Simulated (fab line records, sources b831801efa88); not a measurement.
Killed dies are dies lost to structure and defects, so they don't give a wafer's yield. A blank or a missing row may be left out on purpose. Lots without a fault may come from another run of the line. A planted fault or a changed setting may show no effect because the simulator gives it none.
Split-lot experiment | flow sfq_line | 5 lots, 23 wafers read, on a route of 325 steps

THE SPLIT
At SFQ_TRILAYER_M1_DEP_SPUTTER_037 (material Nb, target thk 200 nm, time 133.3 s), the setting time_s was moved away from the recipe's 133.3 s on 8 of the 23 wafers read, by -12.7% to +14.1%. The other wafers ran this setting at the recipe's value.

The file shows no step between the split and the reading.

THE READING
M1_NB_RS, in ohm/sq, at SFQ_M1_RS_MEAS_909 (measures by four-point-probe). Fault-free wafers of this fab line usually give 0.888 ohm/sq, standard deviation 0.0056 ohm/sq.

wafer  | tool, chamber at the split | time_s as run, s | against the recipe | M1_NB_RS, ohm/sq | against lot-mates on the recipe
L077.1 | pvd_sputter-06, -          | 133.3            | recipe             | 0.879            | -
L077.2 | pvd_sputter-06, -          | 142.4            | +6.8%              | 0.831            | -0.049
L077.3 | pvd_sputter-06, -          | 133.3            | recipe             | 0.881            | -
L077.4 | pvd_sputter-06, -          | 142.4            | +6.8%              | 0.830            | -0.050
L077.5 | pvd_sputter-06, -          | 142.4            | +6.8%              | 0.825            | -0.055
L078.1 | pvd_sputter-04, -          | 116.4            | -12.7%             | 1.010            | +0.122
L078.2 | pvd_sputter-04, -          | 133.3            | recipe             | 0.886            | -
L078.3 | pvd_sputter-04, -          | 133.3            | recipe             | 0.890            | -
L078.4 | pvd_sputter-04, -          | 116.4            | -12.7%             | 1.016            | +0.128
L078.6 | pvd_sputter-04, -          | 116.4            | -12.7%             | 1.013            | +0.125
L079.1 | pvd_sputter-06, -          | 133.3            | recipe             | 0.887            | -
L079.2 | pvd_sputter-06, -          | 152.1            | +14.1%             | 0.781            | -0.108
L079.3 | pvd_sputter-06, -          | 152.1            | +14.1%             | 0.782            | -0.107
L079.4 | pvd_sputter-06, -          | 133.3            | recipe             | 0.895            | -
L079.6 | pvd_sputter-06, -          | 133.3            | recipe             | 0.885            | -
L081.1 | pvd_sputter-05, -          | 133.3            | recipe             | 0.889            | -
L081.2 | pvd_sputter-05, -          | 133.3            | recipe             | 0.889            | -
L081.4 | pvd_sputter-05, -          | 133.3            | recipe             | 0.895            | -
L081.5 | pvd_sputter-05, -          | 133.3            | recipe             | 0.889            | -
L081.6 | pvd_sputter-05, -          | 133.3            | recipe             | 0.886            | -
L085.3 | pvd_sputter-05, -          | 133.3            | recipe             | 0.880            | -
L085.4 | pvd_sputter-05, -          | 133.3            | recipe             | 0.887            | -
L085.6 | pvd_sputter-05, -          | 133.3            | recipe             | 0.884            | -

THE FIT
A straight line over all 23 wafers: M1_NB_RS changes by -0.00883 ohm/sq for each +1% of time_s; r = -0.99; the points scatter about the line by 0.0081 ohm/sq.
The same after taking each lot's own level away (the mean of its wafers on the recipe; 23 wafers): -0.00871 ohm/sq for each +1%; r = -0.99; scatter 0.0071 ohm/sq.
On that fit, the largest move of time_s shifts the reading by 0.12 ohm/sq.
The lots' own levels span 0.8800 to 0.8896 ohm/sq, that is 1.7 times the standard deviation above.
So the lot-to-lot level changes the slope little: the two slopes agree.
Check: with one of the wafers moved furthest among these (+14.1%) left out of the fit, the line predicts -0.122 ohm/sq for it against its lot-mates. It came out at -0.108 ohm/sq against them.

OTHER SPLITS ON THESE WAFERS
These wafers also went through other splits before the reading. Each is held against what the fit with the lots' levels taken away leaves over:
other split on the same wafers                   | wafers away from the commonest value | r with M1_NB_RS (lot level and that fit taken away)
SFQ_TRILAYER_INCOMING_OXIDATION_002 ox_time_s    | 18                                   | +0.10
SFQ_TRILAYER_L0_LITHO_COAT_005 resist_thk_nm     | 8                                    | -0.11
SFQ_TRILAYER_L0_VIA_LITHO_EXPOSE_014 dose_mj     | 10                                   | +0.07
SFQ_TRILAYER_M0_DEP_SPUTTER_019 time_s           | 11                                   | -0.10
SFQ_TRILAYER_M0_LITHO_COAT_026 spin_rpm          | 5                                    | -0.10
SFQ_TRILAYER_M0_BARC_OPEN_METAL_ETCH_031 icp_w   | 10                                   | -0.11
SFQ_TRILAYER_I0_VIA_LITHO_COAT_031 resist_thk_nm | 7                                    | +0.04
SFQ_TRILAYER_I0_VIA_LITHO_PEB_034 peb_temp_c     | 4                                    | +0.10

THE WHOLE CHAIN: every reading that the file lists as answering this split, in the file's order
step                            | what it does                                 | reading                                                                                   | change (the file's fit)              | r (the file's)
SFQ_TRILAYER_M1_DEP_SPUTTER_037 | material Nb, target thk 200 nm, time 133.3 s | Nb_of_TRILAYER_M1_DEP_SPUTTER_037.thk_nm (the simulator's own value, which no gauge read) | +1.92 nm for each +1% of the setting | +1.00
SFQ_M1_RS_MEAS_909              | measures by four-point-probe                 | M1_NB_RS                                                                                  | -0.00851 for each +1% of the setting | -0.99

THE FILE'S OWN FIT
M1_NB_RS changes by -0.00851 ohm/sq for each +1% of time_s, r = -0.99.
